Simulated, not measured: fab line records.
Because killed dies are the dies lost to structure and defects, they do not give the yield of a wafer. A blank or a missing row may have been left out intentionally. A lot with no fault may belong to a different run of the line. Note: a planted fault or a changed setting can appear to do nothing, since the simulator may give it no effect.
A lot that was struck, set against a sound lot | flow sfq line | 14 out of 325 route steps
Sound: wafers L873.1, L873.3, L873.6. Wafers struck: L878.1, L878.2, L878.3. At the end, the cause is stated.
Per side, at each step with rows, come the tool, then ch with its chambers, and then its first start. Under that, the readings that differ: sound wafers | struck wafers | difference of the means | sigmas: that difference in standard deviations of wafers without a fault.
alike: same words and numbers on both sides, and readings whose means sit less than 2 such deviations apart. not compared: any withheld reading, any reading some wafer has no value for, any bound like >300 that may hide the same value, and any number with overlapping values for which the record gives no deviation.
A row with sigmas, a row that says differs or no value, or rows on one side alone: a step with any of these is where the two part. Numbers that have no deviation but don't overlap get no sigmas and don't part them. A reading missing from all wafers of one side parts the sides only when that side holds two or more wafers.

first, 2 steps without rows for these wafers: SFQ_TRILAYER_I2_VIA_STRIP_SOLV_CLEAN_072 (cleans in NMP, time 600 s); SFQ_TRILAYER_M3_DEP_PRE_CLEAN_074 (time 22.5 s).
SFQ_TRILAYER_M3_DEP_SPUTTER_073: material Nb, target thk 200 nm, time 133.3 s.
  sound on pvd sputter-05 at day 20 17:20; struck on pvd sputter-04 at day 30 18:08
  alike: throttle valve pct
SFQ_M3_RS_MEAS_919: measurement is done with a four-point probe.
  sound on film metro-01 at day 20 17:25; struck on film metro-02 at day 30 18:14
  alike: M3_NB_RS
then, 6 steps without rows for these wafers: SFQ_TRILAYER_M3_LITHO_COAT_080 (resist thk 62 nm); SFQ_TRILAYER_M3_LITHO_COAT_075 (resist thk 600 nm); SFQ_TRILAYER_M3_LITHO_SOFTBAKE_079; SFQ_TRILAYER_M3_LITHO_EXPOSE_076 (exposes mask M3, target cd 500 nm); SFQ_TRILAYER_M3_LITHO_PEB_078 (peb time 60 s); SFQ_TRILAYER_M3_LITHO_DEVELOP_077 (time 60 s).
-- the record jumps here: 6 days lie between the struck wafers' starts before and after --
SFQ_M3_OVL_MEAS_921:
  sound on overlay-02 at day 27 13:19; struck on overlay-01 at day 36 10:29
  alike: M3_OVL
SFQ_TRILAYER_M3_BARC_OPEN_METAL_ETCH_100: etches BARC in O2, target depth 125 nm, time 41.7 s.
  sound on rie metal-01 ch 0,1, day 27 13:21; struck on rie metal-04 ch 0,1, day 36 10:32
  reading                                             | sound             | struck            | difference | sigmas
  oes product au (a.u.)                               | 0.685 0.683 0.683 | 0.818 0.816 0.819 | +0.134     | +29
  run length s (s)                                    | 69.9 69.6 70.4    | 59.7 60.6 60.7    | -9.6       | -21
  time s (s)                                          | 41.7 41.7 41.7    | 29.19 29.19 29.19 | -12.51     |
  model.KrF_of_TRILAYER_M3_LITHO_COAT_075.thk nm (nm) | 522.4 521.2 522.9 | 536.8 537.7 535.5 | +14.5      |
  alike: bias w, drypump motor current A
  not compared: rf hours counter h
SFQ_TRILAYER_M3_ETCH_METAL_ETCH_078: etches Nb in Cl2/Ar, stops on SiO2, target depth 240 nm, time 120 s.
  sound on rie metal-01 ch 0,1, day 27 13:25; struck on rie metal-04 ch 0,1, day 36 10:35
  reading                                             | sound         | struck        | difference | sigmas
  model.KrF_of_TRILAYER_M3_LITHO_COAT_075.thk nm (nm) | 381 381 382.4 | 395.4 398 394 | +14.3      |
  alike: bias w, drypump motor current A, oes product au, run length s, time s
  not compared: rf hours counter h
SFQ_TRILAYER_M3_STRIP_STRIP_079: strips in O2.
  sound on rie metal-01 ch 0,1, day 27 13:32; struck on rie metal-04 ch 0,1, day 36 10:43
  alike: drypump motor current A, oes product au
  not compared: rf hours counter h

== WHERE THEY PART ==
Only at SFQ_TRILAYER_M3_BARC_OPEN_METAL_ETCH_100, as far as this record shows. Later steps at which nothing parts them and some readings are alike: SFQ_TRILAYER_M3_ETCH_METAL_ETCH_078, SFQ_TRILAYER_M3_STRIP_STRIP_079.

WHY: whatever the simulator had introduced
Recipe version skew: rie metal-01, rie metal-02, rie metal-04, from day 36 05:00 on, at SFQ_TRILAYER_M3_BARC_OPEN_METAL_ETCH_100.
